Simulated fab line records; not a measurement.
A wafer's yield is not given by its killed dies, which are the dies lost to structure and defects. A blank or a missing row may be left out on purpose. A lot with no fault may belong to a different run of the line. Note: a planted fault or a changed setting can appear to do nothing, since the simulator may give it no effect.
Matching of chambers :: flow gf180mcu :: 4 sister chambers for GF_STI_ETCH_14 on rieSi-01
The step etches Si in HBr/Cl2/O2, target depth 360 nm, time 102.9 s. 14 wafers are shown with their chamber, then 7 later ones without.

== EACH WAFER AND ITS CHAMBER ==
wafer: L501.1
chamber: 3
drypumpMotorCurrentA (A): 5.4
oesProductAu (a.u.): 0.987
throttleValvePct (%): 25.668

wafer: L501.4
chamber: 1
drypumpMotorCurrentA (A): 5.2
oesProductAu (a.u.): 0.989
throttleValvePct (%): 25.691

wafer: L501.5
chamber: 0
drypumpMotorCurrentA (A): 6.4
oesProductAu (a.u.): 1.003
throttleValvePct (%): 25.648

wafer: L502.2
chamber: 3
drypumpMotorCurrentA (A): 5.4
oesProductAu (a.u.): 0.983
throttleValvePct (%): 25.676

wafer: L502.3
chamber: 1
drypumpMotorCurrentA (A): 5.3
oesProductAu (a.u.): 0.995
throttleValvePct (%): 25.644

wafer: L502.6
chamber: 0
drypumpMotorCurrentA (A): 6.3
oesProductAu (a.u.): 0.992
throttleValvePct (%): 25.658

wafer: L503.3
chamber: 1
drypumpMotorCurrentA (A): 5.3
oesProductAu (a.u.): 0.985
throttleValvePct (%): 25.664

wafer: L503.4
chamber: 0
drypumpMotorCurrentA (A): 6.4
oesProductAu (a.u.): 0.994
throttleValvePct (%): 25.651

wafer: L503.6
chamber: 1
drypumpMotorCurrentA (A): 5.3
oesProductAu (a.u.): 0.986
throttleValvePct (%): 25.664

wafer: L507.4
chamber: 1
drypumpMotorCurrentA (A): 5.2
oesProductAu (a.u.): 0.990
throttleValvePct (%): 25.660

wafer: L507.5
chamber: 2
drypumpMotorCurrentA (A): 5.9
oesProductAu (a.u.): 1.006
throttleValvePct (%): 25.651

wafer: L507.6
chamber: 3
drypumpMotorCurrentA (A): 5.4
oesProductAu (a.u.): 0.988
throttleValvePct (%): 25.668

wafer: L513.3
chamber: 1
drypumpMotorCurrentA (A): 5.2
oesProductAu (a.u.): 1.003
throttleValvePct (%): 25.656

wafer: L513.4
chamber: 3
drypumpMotorCurrentA (A): 5.4
oesProductAu (a.u.): 0.977
throttleValvePct (%): 25.679

SIGNATURES (averages over the wafers above)
reading: drypumpMotorCurrentA
chamber 0: 6.367
chamber 1: 5.250
chamber 2: 5.900
chamber 3: 5.400
scatter within a chamber: 0.0465

reading: oesProductAu
chamber 0: 0.99633
chamber 1: 0.99133
chamber 2: 1.00600
chamber 3: 0.98375
scatter within a chamber: 0.00607

reading: throttleValvePct
chamber 0: 25.65233
chamber 1: 25.66317
chamber 2: 25.65100
chamber 3: 25.67275
scatter within a chamber: 0.0116
Rule: a wafer lies at a distance from a chamber equal to the root of the sum of squares, over the readings, of (its reading less the chamber's mean, divided by the reading's scatter). If the next closest chamber is less than 2 further off than the closest, the wafer can't be placed; otherwise it belongs to the closest. The scatter: take each reading less its chamber's mean, square it, sum over the shown wafers, divide by the number of wafers less the number of chambers, and take the root.

== WAFERS MISSING THEIR CHAMBER ==
wafer: L513.6
drypumpMotorCurrentA (A): 5.5
oesProductAu (a.u.): 0.973
throttleValvePct (%): 25.661

wafer: L522.2
drypumpMotorCurrentA (A): 5.9
oesProductAu (a.u.): 0.994
throttleValvePct (%): 25.640

wafer: L522.5
drypumpMotorCurrentA (A): 5.2
oesProductAu (a.u.): 0.991
throttleValvePct (%): 25.659

wafer: L522.6
drypumpMotorCurrentA (A): 5.9
oesProductAu (a.u.): 0.986
throttleValvePct (%): 25.648

wafer: L523.1
drypumpMotorCurrentA (A): 5.4
oesProductAu (a.u.): 0.981
throttleValvePct (%): 25.663

wafer: L523.2
drypumpMotorCurrentA (A): 6.4
oesProductAu (a.u.): 1.013
throttleValvePct (%): 25.664

wafer: L523.5
drypumpMotorCurrentA (A): 5.4
oesProductAu (a.u.): 0.989
throttleValvePct (%): 25.668

== WHICH CHAMBER EACH ONE RAN IN ==
wafer: L513.6
from the rows above: 3
in truth: 3

wafer: L522.2
from the rows above: 2
in truth: 2

wafer: L522.5
from the rows above: 1
in truth: 1

wafer: L522.6
from the rows above: 2
in truth: 2

wafer: L523.1
from the rows above: 3
in truth: 3

wafer: L523.2
from the rows above: 0
in truth: 0

wafer: L523.5
from the rows above: 3
in truth: 3
Correct placement for 7 of the 7. Number that these rows cannot place: 0. Wrongly placed: 0.
